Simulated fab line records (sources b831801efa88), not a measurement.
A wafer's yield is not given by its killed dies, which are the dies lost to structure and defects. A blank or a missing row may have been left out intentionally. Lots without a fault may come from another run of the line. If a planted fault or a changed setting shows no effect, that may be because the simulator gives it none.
fab line records -- flow gf180mcu
record: lots: 14, wafers: 42, last_day: 34
route steps=602 shown M5@536
lots that met no fault: taken from a fault-free run of the same line
start_h: the number of hours between the record's first day and the start of the first shown wafer of the lot -- wait_h: hours since the lot's step before -- " the same as in the row above -- L1.1+2: one row covering several wafers at once -- - value missing, or start not given -- * or withheld: withheld -- < > ~ a bound
route shown NAME@n: names a module that has steps shown in the file, with the first one's number in the route -- usual: mean and standard deviation over wafers with no fault -- same: alike in all rows -- chamber/n: place in a boat -- sites: each site's reading -- _std_site: the standard deviation of these -- _edge_site: outer sites' mean less inner sites' -- radius_mm: for every site, how far away it sits from the centre of the wafer -- mask NAME#n: copy n -- behind: the last tool/chamber to shape the wafer -- hold: cause of the lot's hold/its duration in hours/its outcome -- device: the n, p or np transistor that did not switch -- end of line: at the end of the route, the tests of the same wafers -- step lacking rows: just its recipe -- killed: not the wafer's yield, but the dies lost to structure and defects at the first sort -- map: per-die view of a wafer (x killed, . not killed, _ where there is no die)
set.NAME: the setting the step ran with; set.NAME@STEP: the setting that earlier step ran with -- model.NAME: the simulator's own value behind a step, which no gauge read
a sample of lots followed through the steps of the route, with each step as a table and each wafer as a row
services: the hour from which a tool's chamber was out of use, counted from the record's first day as start_h (under 0 if before that day), plus the number of hours and why
== steps ==
step: GF_M5_METAL_ETCH_10
recipe: chemistry: Cl2/BCl3, mask_material: KrF, target_depth_nm: 750.8, stop_on: SiO2, pressure_mtorr: 8, icp_w: 800, bias_w: 140, Cl2_flow_sccm: 80, bcl3_flow_sccm: 40, time_s: 125.1
usual: chamber_pressure_mTorr: 8.000/0.007, drypump_motor_current_A: 5.5/0.31, mfc_cl2_sccm: 80.01/0.23, oes_product_au: 0.992/0.0056, throttle_valve_pct: 28.229/0.0098
lot.wafer,tool,chamber,start_h,wait_h,chamber_pressure_mTorr,drypump_motor_current_A,mfc_cl2_sccm,oes_product_au,rf_hours_counter_h,throttle_valve_pct
L703.1,rie_metal-04,1,607.56,0.0,7.996,5.6,79.56,1.001,4,28.212
L703.2,rie_metal-04,0,607.56,0.0,8.008,5.2,80.13,1.001,10,28.226
L703.3,rie_metal-04,0,607.56,0.0,8.008,5.2,80.23,0.998,-,28.217
L704.3,rie_metal-02,0,618.50,0.1,8.016,5.9,79.77,0.993,-,28.224
L704.5,rie_metal-02,0,618.50,0.1,7.997,5.9,79.51,0.982,-,28.231
L704.6,rie_metal-02,1,618.50,0.1,8.004,5.0,80.12,0.990,-,28.236
L705.1,rie_metal-02,0,624.10,0.0,8.002,5.9,80.26,0.988,1,28.229
L705.2,rie_metal-02,1,624.10,0.0,7.985,5.0,80.21,0.985,7,28.237
L705.5,rie_metal-02,1,624.10,0.0,8.001,5.1,79.83,0.987,-,28.246
L706.1,rie_metal-04,0,632.30,0.0,8.003,5.2,80.02,0.986,11,28.221
L706.3,rie_metal-04,1,632.30,0.0,8.010,5.6,79.99,0.999,-,28.222
L706.6,rie_metal-04,0,632.30,0.0,8.000,5.2,80.23,0.993,-,28.225
L707.1,rie_metal-02,1,634.57,0.0,8.011,5.0,79.74,0.753,7,28.497
L707.3,rie_metal-02,0,634.57,0.0,7.992,5.9,80.30,0.765,-,28.466
L707.4,rie_metal-02,1,634.57,0.0,8.004,5.1,79.98,0.761,-,28.493
L709.1,rie_metal-01,0,653.45,0.0,8.005,5.5,79.98,0.997,2,28.232
L709.4,rie_metal-01,0,653.45,0.0,7.989,5.4,80.03,0.996,-,28.224
L709.6,rie_metal-01,0,653.45,0.0,8.002,5.5,80.27,1.002,-,28.238
L708.1,rie_metal-02,0,660.56,0.0,8.000,5.9,80.29,0.777,3,28.474
L708.2,rie_metal-02,1,660.56,0.0,8.001,5.0,79.95,0.758,8,28.477
L708.6,rie_metal-02,1,660.56,0.0,7.996,5.0,80.05,0.753,-,28.488
L714.1,rie_metal-04,1,690.97,0.0,8.008,5.6,79.90,0.994,7,28.253
L714.2,rie_metal-04,0,690.97,0.0,7.998,5.2,79.92,0.992,13,28.240
L714.4,rie_metal-04,0,690.97,0.0,7.981,5.1,80.01,0.987,-,28.221
L715.1,rie_metal-01,0,697.85,0.0,7.996,5.5,80.00,0.991,4,28.239
L715.2,rie_metal-01,1,697.85,0.0,8.006,5.9,79.83,0.993,1,28.229
L715.4,rie_metal-01,1,697.85,0.0,7.998,5.9,80.04,0.991,-,28.240
L717.1,rie_metal-01,1,713.71,0.0,8.005,5.9,80.16,0.994,2,28.239
L717.3,rie_metal-01,0,713.71,0.0,7.994,5.4,79.74,0.990,-,28.220
L717.5,rie_metal-01,0,713.71,0.0,8.001,5.4,79.97,0.989,-,28.234
L721.2,rie_metal-01,1,734.26,0.0,8.009,5.9,80.17,0.993,3,28.235
L721.3,rie_metal-01,1,734.26,0.0,7.999,5.9,79.78,0.992,-,28.216
L721.5,rie_metal-01,1,734.26,0.0,8.008,5.8,79.96,0.989,-,28.217
L724.1,rie_metal-04,1,751.11,0.0,7.992,5.6,80.31,0.986,10,28.262
L724.2,rie_metal-04,0,751.11,0.0,8.005,5.2,79.68,0.992,16,28.217
L724.4,rie_metal-04,1,751.11,0.0,7.993,5.6,80.17,0.993,-,28.228
L725.1,rie_metal-01,1,758.65,0.0,8.001,5.9,79.90,0.997,4,28.240
L725.3,rie_metal-01,1,758.65,0.0,8.000,5.9,80.07,0.999,-,28.226
L725.4,rie_metal-01,0,758.65,0.0,7.983,5.5,79.62,0.991,-,28.234
L726.1,rie_metal-02,0,767.70,0.0,8.002,5.9,79.83,1.005,7,28.213
L726.3,rie_metal-02,0,767.70,0.0,7.995,5.9,79.78,0.995,-,28.229
L726.6,rie_metal-02,1,767.70,0.0,8.000,5.0,80.30,0.984,-,28.245
step: GF_M5_STRIP_11
recipe: chemistry: O2/N2, power_w: 1400, pressure_mtorr: 1500, platen_temp_c: 250, o2_flow_sccm: 3000, n2_flow_sccm: 300, overash_fraction: 0.5
usual: chamber_pressure_mTorr: 1500.2/1.3, drypump_motor_current_A: 5.9/0.6, heater_power_w: 373/53, oes_product_au: 0.524/0.0053, strip_time_to_endpoint_s: 7.03/0.046
lot.wafer,tool,chamber,start_h,wait_h,chamber_pressure_mTorr,drypump_motor_current_A,heater_power_w,oes_product_au,rf_hours_counter_h,strip_time_to_endpoint_s
L703.1,plasma_asher-02,0,607.69,0.1,1500.3,6.3,370,0.532,49,7.08
L703.2,plasma_asher-02,1,607.69,0.1,1500.1,6.2,456,0.528,49,7.01
L703.3,plasma_asher-02,0,607.69,0.1,1500.7,6.3,373,0.516,-,7.04
L704.3,plasma_asher-03,0,618.62,0.1,1500.4,5.6,447,0.524,-,6.96
L704.5,plasma_asher-03,0,618.62,0.1,1499.9,5.5,425,0.531,-,7.03
L704.6,plasma_asher-03,1,618.62,0.1,1500.9,6.3,308,0.516,-,7.11
L705.1,plasma_asher-02,1,624.23,0.1,1499.4,6.3,457,0.518,51,6.99
L705.2,plasma_asher-02,0,624.23,0.1,1501.1,6.2,375,0.527,51,7.08
L705.5,plasma_asher-02,0,624.23,0.1,1502.0,6.2,373,0.533,-,7.09
L706.1,plasma_asher-04,1,632.43,0.1,1502.5,4.7,336,0.524,91,7.02
L706.3,plasma_asher-04,1,632.43,0.1,1500.0,4.6,333,0.514,-,7.01
L706.6,plasma_asher-04,1,632.43,0.1,1499.9,4.7,340,0.525,-,6.99
L707.1,plasma_asher-02,0,634.70,0.1,1497.9,6.3,374,0.580,51,8.18
L707.3,plasma_asher-02,0,634.70,0.1,1499.9,6.3,365,0.570,-,8.13
L707.4,plasma_asher-02,1,634.70,0.1,1500.2,6.3,460,0.573,-,8.20
L709.1,plasma_asher-03,0,653.71,0.2,1499.4,5.5,425,0.522,99,7.02
L709.4,plasma_asher-03,1,653.71,0.2,1500.3,6.3,306,0.529,-,7.05
L709.6,plasma_asher-03,1,653.71,0.2,1501.4,6.3,303,0.522,-,7.01
L708.1,plasma_asher-03,1,660.69,0.1,1499.8,6.3,303,0.577,99,8.16
L708.2,plasma_asher-03,0,660.69,0.1,1501.1,5.5,432,0.580,99,8.18
L708.6,plasma_asher-03,0,660.69,0.1,1500.0,5.5,438,0.581,-,8.21
L714.1,plasma_asher-03,0,691.10,0.1,1498.4,5.5,447,0.530,103,7.07
L714.2,plasma_asher-03,1,691.10,0.1,1500.4,6.3,311,0.520,103,7.02
L714.4,plasma_asher-03,0,691.10,0.1,1499.5,5.5,440,0.532,-,7.08
L715.1,plasma_asher-04,1,697.98,0.1,1501.8,4.7,347,0.522,98,7.10
L715.2,plasma_asher-04,0,697.98,0.1,1497.6,6.2,322,0.526,98,7.04
L715.4,plasma_asher-04,1,697.98,0.1,1502.1,4.6,335,0.528,-,7.08
L717.1,plasma_asher-02,1,713.84,0.1,1500.8,6.2,452,0.517,59,6.98
L717.3,plasma_asher-02,1,713.84,0.1,1499.0,6.2,465,0.524,-,7.05
L717.5,plasma_asher-02,0,713.84,0.1,1501.3,6.3,364,0.522,-,7.08
L721.2,plasma_asher-04,0,734.39,0.1,1500.6,6.2,329,0.531,101,7.02
L721.3,plasma_asher-04,1,734.39,0.1,1500.2,4.7,341,0.523,-,7.06
L721.5,plasma_asher-04,1,734.39,0.1,1502.0,4.6,338,0.523,-,7.03
L724.1,plasma_asher-03,0,751.24,0.1,1500.0,5.5,401,0.518,1,6.98
L724.2,plasma_asher-03,1,751.24,0.1,1501.7,6.3,327,0.512,1,6.96
L724.4,plasma_asher-03,0,751.24,0.1,1500.9,5.5,408,0.520,-,6.99
L725.1,plasma_asher-03,1,758.78,0.1,1501.5,6.3,333,0.524,2,7.07
L725.3,plasma_asher-03,1,758.78,0.1,1500.3,6.3,332,0.519,-,7.02
L725.4,plasma_asher-03,0,758.78,0.1,1497.6,5.5,402,0.516,-,7.04
L726.1,plasma_asher-04,1,767.83,0.1,1500.5,4.6,337,0.519,105,6.98
L726.3,plasma_asher-04,1,767.83,0.1,1498.6,4.7,336,0.528,-,6.99
L726.6,plasma_asher-04,0,767.83,0.1,1499.4,6.2,319,0.538,-,7.13
== services ==
tool,chamber,start_h,hours,kind
plasma_asher-02,-,627.89,6.4,repair
rie_metal-01,1,650.09,-,clean
rie_metal-01,1,650.09,14.9,scheduled_down
rie_metal-01,1,650.09,14.9,vent_cycle
plasma_asher-02,-,664.72,0.9,repair
plasma_asher-04,-,667.70,1.2,repair
rie_metal-01,-,720.09,4.3,pm
plasma_asher-03,-,722.35,2.4,repair
plasma_asher-03,-,733.75,9.0,pm
plasma_asher-03,0,733.75,9.0,vent_cycle
plasma_asher-03,1,733.75,9.0,vent_cycle
plasma_asher-03,0,742.75,-,clean
plasma_asher-03,1,742.75,-,clean
plasma_asher-04,-,763.02,1.9,repair
rie_metal-04,-,766.25,2.8,pm
== key ==
first_sign: step: GF_M5_METAL_ETCH_10, reading: oes_product_au, direction: down, sigmas: 41, usual: 0.992, struck: 0.761
effect: step: GF_M5_METAL_ETCH_10, reading: throttle_valve_pct, direction: up, sigmas: 26, usual: 28.229, struck: 28.483
effect: step: GF_M5_STRIP_11, reading: strip_time_to_endpoint_s, direction: up, sigmas: 25, usual: *, struck: *
met_at GF_M5_METAL_ETCH_10
struck_lots L707,L708
later_rows_left_out L707.1,L707.3,L707.4,L708.1,L708.2,L708.6
sort_left_out L707.1,L707.3,L707.4,L708.1,L708.2,L708.6
onset_between 624.10 634.57
fault: kind: process_parameter_drift, tool: rie_metal-02, chamber: -, onset_h: 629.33, steps: GF_M5_METAL_ETCH_10, channel: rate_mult, offset: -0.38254, shape: step, end_h: 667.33
sort_left_out: the simulated sort isn't trusted on such a fault, so these wafers' sort isn't shown, and their yield isn't known
later_rows_left_out: the simulator's readings of these wafers behind a module that went badly wrong aren't trusted and aren't shown, but for the sort
